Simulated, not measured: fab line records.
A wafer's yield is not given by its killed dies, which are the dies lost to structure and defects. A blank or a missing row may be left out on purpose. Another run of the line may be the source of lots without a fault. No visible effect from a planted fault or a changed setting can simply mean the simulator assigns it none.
Struck lot and sound lot, side by side / flow sfq line / 20 out of 325 route steps
Sound: these wafers, L468.1, L468.2, L468.4. The struck wafers were L473.2, L473.5, L473.6. The cause comes at the end.
For every step that has rows: the tool of each side, followed by ch and its chambers, followed by its first start. Under that, the readings that differ: sound wafers / struck wafers / difference of the means / sigmas: that difference in standard deviations of wafers without a fault.
alike: a reading whose means differ by less than 2 such deviations, as well as words and numbers matching on both sides. not compared: withheld readings; readings where some wafer has no value; bounds like >300 that might hide an equal value; numbers whose values overlap and for which the record gives no deviation.
A row with sigmas, a row that says differs or no value, or rows on one side alone: a step with any of these is where the two part. When numbers do not overlap yet have no deviation, they are printed without sigmas and do not part them. A reading that every wafer of one side lacks parts them only if that side has two wafers or more.

first, 2 steps without rows for these wafers: SFQ_TRILAYER_I1_VIA_LITHO_PEB_052 (peb time 60 s); SFQ_TRILAYER_I1_VIA_LITHO_DEVELOP_051 (time 60 s).
SFQ_I1_OVL_MEAS_913:
  sound on overlay-01, day 18 05:42; struck on overlay-02, day 32 03:50
reading=I1_OVL (nm); sound=10 10 11; struck=-6 -1 -6; difference=-15; sigmas=-2
SFQ_TRILAYER_I1_VIA_BARC_OPEN_VIA_ETCH_071: etches BARC in O2, target depth 125 nm, time 41.7 s.
  sound on rie diel-02 ch 0,1,2, day 18 05:44; struck on rie diel-03 ch 0,1,2, day 32 03:52
  alike: bias w, drypump motor current A, oes product au
  not compared: rf hours counter h
SFQ_TRILAYER_I1_VIA_ETCH_VIA_ETCH_052: etches SiO2 in CHF3, stops on Nb, target depth 260 nm.
  sound on rie diel-02 ch 0,1,2, day 18 05:47; struck on rie diel-03 ch 0,1,2, day 32 03:55
  alike: bias w, drypump motor current A, oes product au
SFQ_TRILAYER_I1_VIA_STRIP_STRIP_053: strips in O2.
  sound on rie metal-03 ch 0,1, day 18 05:53; struck on rie metal-02 ch 0,1, day 32 04:01
  alike: drypump motor current A, oes product au
  not compared: rf hours counter h
then, 2 steps without rows for these wafers: SFQ_TRILAYER_I1_VIA_STRIP_SOLV_CLEAN_054 (cleans in NMP, time 600 s); SFQ_TRILAYER_M2_DEP_PRE_CLEAN_056 (time 22.5 s).
SFQ_TRILAYER_M2_DEP_SPUTTER_055: material Nb, target thk 200 nm, time 133.3 s.
  sound on pvd sputter-03, day 18 06:41; struck on pvd sputter-03, day 32 04:50
  alike: throttle valve pct
SFQ_M2_RS_MEAS_914: the measuring method here is four-point-probe.
  sound on film metro-03, day 18 06:47; struck on film metro-02, day 32 04:56
reading=M2_NB_RS (ohm/sq); sound=0.905 0.898 0.898; struck=0.888 0.884 0.887; difference=-0.014; sigmas=-2
then, 1 step without rows for these wafers: SFQ_TRILAYER_M2_LITHO_COAT_062 (resist thk 62 nm).
SFQ_TRILAYER_M2_LITHO_COAT_057: resist thk 600 nm.
  sound on litho track-01 ch 0, day 18 07:16; struck on litho track-01 ch 0, day 32 05:27
reading=model.KrF_of_TRILAYER_M2_LITHO_COAT_057.thk nm (nm); sound=602 601.7 601.8; struck=487.7 488.3 488.1; difference=-113.8; sigmas=
then, 4 steps without rows for these wafers: SFQ_TRILAYER_M2_LITHO_SOFTBAKE_061; SFQ_TRILAYER_M2_LITHO_EXPOSE_058 (exposes mask M2, target cd 500 nm); SFQ_TRILAYER_M2_LITHO_PEB_060 (peb time 60 s); SFQ_TRILAYER_M2_LITHO_DEVELOP_059 (time 60 s).
SFQ_M2_OVL_MEAS_916:
  sound on overlay-02, day 18 10:30; struck on overlay-01, day 32 07:21
reading=M2_OVL (nm); sound=-5 -2 -5; struck=10 14 9; difference=+15; sigmas=+2
SFQ_TRILAYER_M2_BARC_OPEN_METAL_ETCH_077: etches BARC in O2, target depth 125 nm, time 41.7 s.
  sound on rie metal-01 ch 0,1, day 18 10:32; struck on rie metal-02 ch 0,1, day 32 07:23
reading=model.M2.cd nm (nm); sound=500.8 502 500.6; struck=492.3 493.3 492.5; difference=-8.4; sigmas=
  alike: bias w, drypump motor current A, oes product au
  not compared: rf hours counter h
SFQ_TRILAYER_M2_ETCH_METAL_ETCH_060: etches Nb in Cl2/Ar, stops on SiO2, target depth 240 nm, time 120 s.
  sound on rie metal-01 ch 0,1, day 18 10:36; struck on rie metal-02 ch 0,1, day 32 07:26
reading=model.KrF_of_TRILAYER_M2_LITHO_COAT_057.thk nm (nm); sound=383.9 384.3 384.7; struck=269.6 273 270.4; difference=-113.3; sigmas=
reading=model.M2.cd nm (nm); sound=499.5 501.9 499; struck=491.7 492.7 492.4; difference=-7.9; sigmas=
  alike: bias w, drypump motor current A, oes product au
  not compared: rf hours counter h
SFQ_TRILAYER_M2_STRIP_STRIP_061: strips in O2.
  sound on rie metal-01 ch 0,1, day 18 10:43; struck on rie metal-02 ch 0,1, day 32 07:34
  alike: drypump motor current A, oes product au
  not compared: rf hours counter h

WHERE THEY PART
Earliest at SFQ_I1_OVL_MEAS_913; latest, in this record, at SFQ_M2_OVL_MEAS_916. Later steps at which nothing parts them and some readings are alike: SFQ_TRILAYER_M2_BARC_OPEN_METAL_ETCH_077, SFQ_TRILAYER_M2_ETCH_METAL_ETCH_060, SFQ_TRILAYER_M2_STRIP_STRIP_061.

WHY: what the simulator had put in
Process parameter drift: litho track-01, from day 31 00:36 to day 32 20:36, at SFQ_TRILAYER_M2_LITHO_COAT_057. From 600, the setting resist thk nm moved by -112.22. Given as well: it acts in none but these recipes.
